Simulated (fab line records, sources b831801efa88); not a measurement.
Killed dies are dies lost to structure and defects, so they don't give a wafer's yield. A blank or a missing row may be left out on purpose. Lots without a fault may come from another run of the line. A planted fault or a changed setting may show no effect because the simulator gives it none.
Which tool did it? | flow sfq_line | 13 lots, 39 wafers sampled, at 2 steps of a route of 325

WHAT THE GAUGES READ, wafer by wafer
The record holds no reading of a measuring or inspecting step that can be judged against a usual standard deviation.

WHICH TOOL RAN EACH LOT (tool, then ch and the chambers of the sampled wafers, then the start)
lot  | SFQ_TRILAYER_L0_CAP_PECVD_011  | SFQ_TRILAYER_L0_VIA_ETCH_VIA_ETCH_016
L473 | pecvd-01 ch 0,1,2, day 4 11:05 | rie_diel-04 ch 2,3, day 7 14:20
L475 | pecvd-01 ch 0,1,2, day 4 23:07 | rie_diel-01 ch 1,2, day 8 03:40
L476 | pecvd-02 ch 0,1,2, day 5 02:41 | rie_diel-02 ch 0,1,2, day 8 08:03
L477 | pecvd-02 ch 0,1,2, day 5 07:29 | rie_diel-04 ch 1,2,3, day 8 12:49
L478 | pecvd-03 ch 0,1,2, day 5 09:53 | rie_diel-02 ch 1,2, day 8 16:25
L479 | pecvd-02 ch 0,1, day 5 11:05   | rie_diel-04 ch 1,2, day 8 17:37
L484 | pecvd-03 ch 1,2, day 6 16:25   | rie_diel-02 ch 0,3, day 9 23:37
L488 | pecvd-03 ch 0,2, day 7 19:27   | rie_diel-02 ch 0,2,3, day 11 04:23
L489 | pecvd-03 ch 0,1,2, day 8 02:04 | rie_diel-01 ch 0,1,2, day 11 15:11
L492 | pecvd-02 ch 0,1,2, day 8 19:37 | rie_diel-02 ch 2,3, day 12 13:34
L493 | pecvd-03 ch 1,2, day 9 02:49   | rie_diel-01 ch 1,3, day 12 23:10
L494 | pecvd-01 ch 0,1,2, day 9 05:13 | rie_diel-04 ch 0,1,2, day 13 01:34
L495 | pecvd-01 ch 0,1, day 9 11:15   | rie_diel-01 ch 0,2, day 13 02:46
- SFQ_TRILAYER_L0_CAP_PECVD_011: deposits SiO2 from SiH4/N2O, time 13.333 s, target thk 60 nm.
- SFQ_TRILAYER_L0_VIA_ETCH_VIA_ETCH_016: etches SiO2 in CHF3, stops on MoNx KI, target depth 80 nm.

WHAT THE TOOLS THEMSELVES READ (means of the sampled wafers that have a number; where no wafer has one, the mark that the record gives instead)
SFQ_TRILAYER_L0_CAP_PECVD_011. Usual: heater_power_w 81 W, standard deviation 16; rf_fwd_power_W 179.9 W, standard deviation 0.99; throttle_valve_pct 25.7 %, standard deviation 1.2.
lot  | tool     | heater_power_w (W) | rf_fwd_power_W (W) | throttle_valve_pct (%) | flag
L473 | pecvd-01 | 80                 | 180.2              | 25.9                   |
L475 | pecvd-01 | 88                 | 180.0              | 26.1                   |
L476 | pecvd-02 | 72                 | 180.8              | 25.8                   |
L477 | pecvd-02 | 71                 | 179.8              | 26.2                   |
L478 | pecvd-03 | 89                 | 179.2              | 25.1                   |
L479 | pecvd-02 | 72                 | 181.5              | 25.5                   |
L484 | pecvd-03 | 83                 | 179.1              | 24.9                   |
L488 | pecvd-03 | 91                 | 179.4              | 25.6                   |
L489 | pecvd-03 | 91                 | 179.4              | 25.2                   |
L492 | pecvd-02 | 70                 | 180.1              | 25.9                   |
L493 | pecvd-03 | 79                 | 178.9              | 25.0                   |
L494 | pecvd-01 | 84                 | 180.0              | 26.0                   |
L495 | pecvd-01 | 93                 | 179.3              | 26.4                   |

SFQ_TRILAYER_L0_VIA_ETCH_VIA_ETCH_016. Usual: drypump_motor_current_A 5.6 A, standard deviation 0.44; oes_product_au 0.843 a.u., standard deviation 0.0071; rf_fwd_power_W 494.8 W, standard deviation 2.
lot  | tool        | drypump_motor_current_A (A) | oes_product_au (a.u.) | rf_fwd_power_W (W) | flag
L473 | rie_diel-04 | 5.5                         | 0.839                 | 496.0              |
L475 | rie_diel-01 | 5.8                         | 0.843                 | 493.8              |
L476 | rie_diel-02 | 5.7                         | 0.846                 | 495.6              |
L477 | rie_diel-04 | 5.3                         | 0.844                 | 495.6              |
L478 | rie_diel-02 | 5.4                         | 0.840                 | 493.3              |
L479 | rie_diel-04 | 5.1                         | 0.805                 | 495.3              | OFF
L484 | rie_diel-02 | 6.0                         | 0.845                 | 495.1              |
L488 | rie_diel-02 | 5.8                         | 0.842                 | 494.9              |
L489 | rie_diel-01 | 5.8                         | 0.851                 | 494.3              |
L492 | rie_diel-02 | 5.5                         | 0.838                 | 494.2              |
L493 | rie_diel-01 | 5.4                         | 0.846                 | 495.5              |
L494 | rie_diel-04 | 5.5                         | 0.838                 | 497.3              |
L495 | rie_diel-01 | 5.8                         | 0.843                 | 492.9              |

THE ANSWER, worked out from the rows above alone
Rule: a lot is off if the mean of its wafers that have a number lies more than 3 standard deviations from the usual mean. A lot without any number at a reading at which 4 lots or more have one is off too. The other lots that the step has rows for count as sound. The gauges are gone through in route order, then the tools' own readings, and for those a lot's mean is taken as printed above. The first step at which some lot is off is used, and at that step the reading that is off furthest; a lot without a number counts as furthest.
Off: L479, at SFQ_TRILAYER_L0_VIA_ETCH_VIA_ETCH_016 (oes_product_au).
A tool fits if, at that step or a process step before it, it ran every lot that is off, and no sound lot after the first of them. None of those tried fits.

WHAT THE SIMULATOR HAD PUT IN
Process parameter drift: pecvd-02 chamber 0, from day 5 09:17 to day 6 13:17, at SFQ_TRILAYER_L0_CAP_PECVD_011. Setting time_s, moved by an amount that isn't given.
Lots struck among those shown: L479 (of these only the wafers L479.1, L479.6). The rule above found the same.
